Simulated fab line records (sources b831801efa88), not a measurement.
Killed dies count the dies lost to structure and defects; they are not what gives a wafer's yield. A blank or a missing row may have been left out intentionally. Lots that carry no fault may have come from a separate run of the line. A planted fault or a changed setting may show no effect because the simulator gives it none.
Struck lot and sound lot, side by side -- flow sky130 -- 17 out of 708 route steps
Sound: wafers L402.1, L402.4, L402.5. The struck wafers were L411.3, L411.5, L411.6. Last of all comes the cause.
Each step with rows lists, per side, the tool, then ch with its chambers, then its first start. Under that, the readings that differ: sound wafers -- struck wafers -- difference of the means -- sigmas: that difference in standard deviations of wafers without a fault.
alike: readings with means less than 2 such deviations apart, plus words and numbers identical on both sides. not compared: withheld readings, readings lacking a value on some wafer, bounds such as >300 that could conceal the same value, and numbers that have no deviation in the record and whose values overlap.
Wherever a step has rows on one side only, a row that says differs or no value, or a row with sigmas, the two part there. Numbers that don't overlap but have no deviation are shown without sigmas and don't part them. A reading that every wafer of one side lacks parts them only if that side has two wafers or more.

first, 1 step without rows for these wafers: SKY_LDD_N_IMPLANT_15.
SKY_LDD_N_STRIP_16: strips in O2/N2.
  sound on plasma asher-04 ch 0,1, day 20 02:49; struck on plasma asher-01 ch 0,1, day 23 12:27
  alike: drypump motor current A, oes product au, strip time to endpoint s
  not compared: rf hours counter h
SKY_LDD_N_TW_MEAS_17:
  struck on film metro-02, day 23 12:32; sound on film metro-02, day 20 02:55
  alike: LDD_N_TW
then, 7 steps without rows for these wafers: SKY_LDD_P_DEHYDRATE_00 (time 60 s); SKY_LDD_P_HMDS_01 (prime time 60 s); SKY_LDD_P_COAT_02 (resist thk 1140 nm); SKY_LDD_P_SOFTBAKE_03 (time 60 s); SKY_LDD_P_EXPOSE_04 (exposes mask PSDM, target cd 380 nm); SKY_LDD_P_PEB_05; SKY_LDD_P_DEVELOP_06 (develop time 60 s).
SKY_LDD_P_CD_MEAS_07 targets a cd of 380 nm.
  struck on cd sem-02, day 24 18:26; sound on cd sem-01, day 21 09:20
  alike: cd nm
SKY_LDD_P_OVL_MEAS_08:
  struck on overlay-02, day 24 18:32; sound on overlay-01, day 21 09:27
  alike: LDD_P_OVL
SKY_LDD_P_IMPLANT_09:
  sound on implanter-04 ch 0, day 21 09:29; struck on implanter-04 ch 0, day 24 18:36
reading,sound,struck,difference,sigmas
implant ion amu,49 49 49,11 11 11,-38,
model.implant.rp nm (nm),19.85 19.85 19.85,81.73 81.73 81.73,+61.88,
model.implant.drp nm (nm),11.41 11.41 11.41,35.62 35.62 35.62,+24.21,
SKY_LDD_P_STRIP_10: strips in O2/N2.
  sound on plasma asher-03 ch 0,1, day 21 09:38; struck on plasma asher-03 ch 0,1, day 24 18:44
reading,sound,struck,difference,sigmas
strip time to endpoint s (s),14.26 14.26 14.29,14.20 14.18 14.14,-0.10,-2
  alike: drypump motor current A, oes product au
  not compared: rf hours counter h
SKY_LDD_P_TW_MEAS_11:
  struck on film metro-01, day 24 18:49; sound on film metro-01, day 21 09:44
reading,sound,struck,difference,sigmas
LDD_P_TW,638 644 642,404 408 409,-234,-42
then, 1 step without rows for these wafers: SKY_LDD_HVN_DEHYDRATE_00 (time 60 s).
-- record jumps: 25 days separate the struck wafers' starts on either side; left off in module LDD_HVN, taken up again in module PAD_OPEN, whose first shown step is the route's number 708 --
SKY_PAD_OPEN_PROBE_99:
  struck on prober-02, day 49 10:08; sound on prober-01, day 47 09:56
reading,sound,struck,difference,sigmas
model.etest.tip p.rs ohm sq,6909 6969 6868,6416 6382 6331,-539,
model.etest.pfet g5v0d10v5.r on ohm um,4766 4860 4871,4539 4526 4486,-315,
model.etest.pfet_01v8.r on ohm um,2869 2880 2901,2717 2759 2713,-154,
model.etest.pfet_01v8.drive ua um,192.6 191.7 194,223.9 224.2 226.8,+32.2,
model.etest.pfet_01v8_lvt.drive ua um,170.9 169.7 172.7,199.1 197.8 199.5,+27.7,
model.etest.pfet g5v0d10v5.drive ua um,338.6 333.7 331.8,362 364.9 363.6,+29,
model.etest.pfet_01v8_hvt.drive ua um,142.9 142.8 144.9,160 160.9 163.7,+18,
model.etest.pfet_01v8_mvt.drive ua um,150.8 150.7 150.1,169.9 168.9 169.8,+19.0,
  alike: killed_at_M0_to_M3, killed_at_M4_up, killed at contacts, killed at front end, killed at other, killed dies, killed open, killed short

## WHERE THEY PART
At SKY_LDD_P_STRIP_10 first; at SKY_LDD_P_TW_MEAS_11 last (within this record only). Later steps at which nothing parts them and some readings are alike: SKY_PAD_OPEN_PROBE_99.

WHY: what the simulator had put in
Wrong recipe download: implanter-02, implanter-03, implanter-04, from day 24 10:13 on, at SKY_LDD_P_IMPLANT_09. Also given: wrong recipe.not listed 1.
